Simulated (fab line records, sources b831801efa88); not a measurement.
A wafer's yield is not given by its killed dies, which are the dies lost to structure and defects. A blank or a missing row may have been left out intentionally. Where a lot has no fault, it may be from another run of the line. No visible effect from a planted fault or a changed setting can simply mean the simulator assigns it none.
Code-filled problem report in 8D (eight disciplines) form + flow sfq line + the parts of the form that need people (team, actions taken, sign-off) are left out

1. THE ISSUE
M4_NB_RS at SFQ_M4_RS_MEAS_924 reads a mean of 1.525 ohm/sq on 1 wafer of 1 lot; wafers without a fault read 0.897 ohm/sq with a standard deviation of 0.013. That is +48 standard deviations from the usual mean.
The step: measures by four-point-probe.
First observed at day 55 00:38: wafer L579.4, on film metro-03. The record holds 39 wafers of 13 lots with a number at this step. By rule, "out" or "out of limits" means more than 4 standard deviations away from the usual mean. All remaining wafers that have a number are taken as sound.

2. WHAT IT IS; WHAT IT IS NOT
| question                    | is                | is not                                                                                             |
|-----------------------------|-------------------|----------------------------------------------------------------------------------------------------|
| which readings at this step | M4_NB_RS          | -                                                                                                  |
| which lots                  | L579              | L568, L569, L570, L571, L572, L573, L583, L585, L587, L588, L589, L591                             |
| which wafers of those lots  | L579.4            | L579.1, L579.3                                                                                     |
| read on which gauges        | film metro-03     | film metro-01                                                                                      |
| when                        | from day 55 00:38 | up to then (20 sound wafers); but 18 sound wafers of L583, L585, L587, L588, L589, L591 came after |

3. WHAT RULES OUT EACH SUSPECT
Counting: any tool at a process step up to the reading remains a suspect provided it ran every lot that is out. Sound lots after the first of them don't rule it out here, since some wafers of a struck lot are sound.
- the gauge at SFQ_M4_RS_MEAS_924 has been ruled out. All the wafers that are out were read on film metro-03, but those of them that SFQ_TRILAYER_M4_ETCH_METAL_ETCH_096 has rows for are out there too, on other tools.
- rie metal-02 at SFQ_TRILAYER_I0_VIA_STRIP_STRIP_035 (strips in O2): kept. The lot that is out, L579, ran on it at day 16 14:58; the last sound lot it ran before that was L570, at day 13 21:47.
- pvd sputter-04 at SFQ_TRILAYER_M4_DEP_SPUTTER_091 (material Nb, target thk 200 nm, time 133.3 s): kept. The lot that is out, L579, ran on it at day 55 00:33; the last sound lot it ran before that was L568, at day 50 22:18.
Remaining after the count are rie metal-02 at SFQ_TRILAYER_I0_VIA_STRIP_STRIP_035 and pvd sputter-04 at SFQ_TRILAYER_M4_DEP_SPUTTER_091.

4. THE CAUSE (what the simulator had put in)
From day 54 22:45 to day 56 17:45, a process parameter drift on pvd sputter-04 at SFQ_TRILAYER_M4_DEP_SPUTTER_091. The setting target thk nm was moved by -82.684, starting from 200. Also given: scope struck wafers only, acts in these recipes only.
Of the 2 suspects that counting leaves, this tool is one.

5. SEQUENCE OF EFFECTS, ordered by route
Each row: a reading where the mean over the struck wafers with a number is more than 3 standard deviations away from the usual. Only readings whose record carries a usual standard deviation are examined. hours: median over the lots of the time between each lot's start at the first step of this table that gives one and its start at this step. sigmas: the change, counted in usual standard deviations.
| hours | step                                | reading        | usual        | on struck wafers | change | sigmas |
|-------|-------------------------------------|----------------|--------------|------------------|--------|--------|
| 0     | SFQ_M4_RS_MEAS_924                  | M4_NB_RS       | 0.897 ohm/sq | 1.525            | +0.628 | +48    |
| 123   | SFQ_TRILAYER_M4_ETCH_METAL_ETCH_096 | oes product au | 0.891 a.u.   | 0.684            | -0.207 | -24    |
Its process steps:
- SFQ_TRILAYER_M4_ETCH_METAL_ETCH_096: etches Nb in Cl2/Ar, stops on SiO2, target depth 240 nm, time 120 s.
Later steps that measure or inspect, where all struck wafers having a row at the step show a number for every such reading and not one has moved that far: SFQ_M5_OVL_MEAS_932.

6. HOW IT WOULD HAVE BEEN CAUGHT EARLIER
2 hours passed between the start of the fault at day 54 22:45 and the first reading out of limits at a measuring or inspecting step in this record, taken at day 55 00:38.
Of the tool readings at SFQ_TRILAYER_M4_DEP_SPUTTER_091 for which the record gives a usual standard deviation, none was out on any struck wafer, so an alarm limit of 4 standard deviations on them would not have fired.
Lots out: 1; all had begun SFQ_TRILAYER_M4_DEP_SPUTTER_091 on pvd sputter-04 by day 55 00:38. Had the tool been put on hold then, not one of them would have been saved.
